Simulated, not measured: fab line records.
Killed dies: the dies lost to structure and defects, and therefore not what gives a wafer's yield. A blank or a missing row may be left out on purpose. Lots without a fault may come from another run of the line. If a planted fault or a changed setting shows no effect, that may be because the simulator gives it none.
A struck lot beside a sound one :: flow sky130 :: 21 steps out of a route of 708
Sound: these wafers, L954.1, L954.5, L954.6. Wafers L952.1, L952.4, L952.5 were the ones struck. Last of all comes the cause.
Each step with rows lists, per side, the tool, then ch with its chambers, then its first start. Under that, the readings that differ: sound wafers :: struck wafers :: difference of the means :: sigmas: that difference in standard deviations of wafers without a fault.
alike: words and numbers the same on both sides, and readings whose means are apart by under 2 such deviations; not compared: readings that were withheld, readings missing a value for some wafer, numbers with overlapping values and no deviation given by the record, and bounds like >300 which may hide the same value.
Wherever a step has rows on one side only, a row that says differs or no value, or a row with sigmas, the two part there. Numbers that don't overlap but have no deviation are shown without sigmas and don't part them. Lack of a reading on every wafer of one side parts them only where that side has two or more wafers.

first, 1 step without rows for these wafers: SKY_RES_XHIGH_IMPLANT_07.
SKY_RES_XHIGH_STRIP_08: strips in O2/N2.
  sound on plasma_asher-04 ch 0,1, day 31 06:18; struck on plasma_asher-01 ch 0,1, day 30 17:52
  alike: drypump_motor_current_A, oes_product_au, strip_time_to_endpoint_s
  not compared: rf_hours_counter_h
SKY_RES_XHIGH_TW_MEAS_09:
  sound on film_metro-04 at day 31 06:24; struck on film_metro-02 at day 30 17:58
  alike: RES_XHIGH_TW
then, 7 steps without rows for these wafers: SKY_SD_N_DEHYDRATE_00 (time 60 s); SKY_SD_N_HMDS_01 (prime time 60 s); SKY_SD_N_COAT_02 (resist thk 1140 nm); SKY_SD_N_SOFTBAKE_03 (time 60 s); SKY_SD_N_EXPOSE_04 (exposes mask NSDM, target cd 380 nm); SKY_SD_N_PEB_05; SKY_SD_N_DEVELOP_06 (develop time 60 s).
SKY_SD_N_CD_MEAS_07: target cd 380 nm.
  sound on cd_sem-01 at day 32 10:40; struck on cd_sem-02 at day 31 21:26
  alike: cd_nm
SKY_SD_N_OVL_MEAS_08:
  sound on overlay-02 at day 32 10:47; struck on overlay-01 at day 31 21:34
  alike: SD_N_OVL
SKY_SD_N_IMPLANT_09:
  sound on implanter-03 ch 0, day 32 10:49; struck on implanter-02 ch 0, day 31 21:35
reading: beam_on_s (s)
sound: 17.4 16.8 17.5
struck: 19.8 19.7 20.5
difference: +2.8
sigmas: +4

reading: end_station_pressure_torr (Torr)
sound: 1.37e-05 1.38e-05 1.3e-05
struck: 5.44e-05 4.92e-05 5.44e-05
difference: +3.92e-05
sigmas: +45

reading: faraday_current_uA
sound: 12537 12999 12553
struck: 11308 11353 10899
difference: -1510
sigmas: -3

reading: tilt_deg (degrees)
sound: 0.000 -0.071 -0.017
struck: 0.052 0.013 0.012
difference: +0.055
sigmas: +2
  alike: beam_energy_keV
after that, 1 step had no rows for these wafers: SKY_SD_N_IMPLANT_10.
SKY_SD_N_STRIP_11: strips in O2/N2.
  sound on plasma_asher-04 ch 0,1, day 32 11:07; struck on plasma_asher-01 ch 0,1, day 31 21:53
reading: strip_time_to_endpoint_s (s)
sound: 22.53 22.53 22.60
struck: 23.04 23.06 23.03
difference: +0.49
sigmas: +13
  alike: drypump_motor_current_A, oes_product_au
  not compared: rf_hours_counter_h
SKY_SD_N_TW_MEAS_12:
  sound on film_metro-02 at day 32 11:13; struck on film_metro-04 at day 31 21:59
  alike: SD_N_TW
then, 1 step without rows for these wafers: SKY_SD_N_CLEAN_13 (cleans in SC1/SC2, time 150 s).
SKY_SD_N_RTA_14: time 2 s.
  sound on rtp_anneal-02 ch 0, day 32 11:20; struck on rtp_anneal-02 ch 0, day 31 22:06
  alike: lamp_power_pct, wafer_temp_C_max
SKY_SD_N_RS_MEAS_16: measures by four-point-probe.
  sound on film_metro-04 at day 32 11:31; struck on film_metro-04 at day 31 22:17
reading: SD_N_RS (ohm/sq)
sound: 68.40 68.42 68.37
struck: 67.50 67.55 67.51
difference: -0.88
sigmas: -8
SKY_SD_N_RS_MEAS_17: measures by four-point-probe.
  sound on film_metro-04 at day 32 11:38; struck on film_metro-04 at day 31 22:24
  alike: SD_P_RS
-- a jump in the record: the struck wafers' starts before and after are 17 days apart (it breaks off in module SD_N and resumes in module PAD_OPEN, where the first step shown is number 708 of the route) --
SKY_PAD_OPEN_PROBE_99:
  sound on prober-01 at day 49 10:13; struck on prober-01 at day 48 22:39
reading: model.etest.res_ndiff_hv.rs_ohm_sq
sound: 115.8 115.6 115.5
struck: 111 111.3 110.3
difference: -5
sigmas: 

reading: model.etest.res_ndiff.rs_ohm_sq
sound: 121.5 122.1 119.8
struck: 116.2 117.5 117
difference: -4.2
sigmas: 
  alike: killed_at_M0_to_M3, killed_at_M4_up, killed_at_contacts, killed_at_front_end, killed_at_other, killed_dies, killed_open, killed_short
  not compared: model.etest.res_ndiff.line_ohm_um

## WHERE THEY PART
First at SKY_SD_N_IMPLANT_09; last, within this record, at SKY_SD_N_RS_MEAS_16. Later steps at which nothing parts them and some readings are alike: SKY_SD_N_RS_MEAS_17, SKY_PAD_OPEN_PROBE_99.

WHY: whatever the simulator had introduced
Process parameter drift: implanter-02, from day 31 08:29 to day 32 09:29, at SKY_SD_N_IMPLANT_09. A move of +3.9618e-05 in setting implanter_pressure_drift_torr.
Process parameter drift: implanter-02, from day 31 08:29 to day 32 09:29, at SKY_SD_N_IMPLANT_09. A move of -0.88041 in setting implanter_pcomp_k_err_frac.
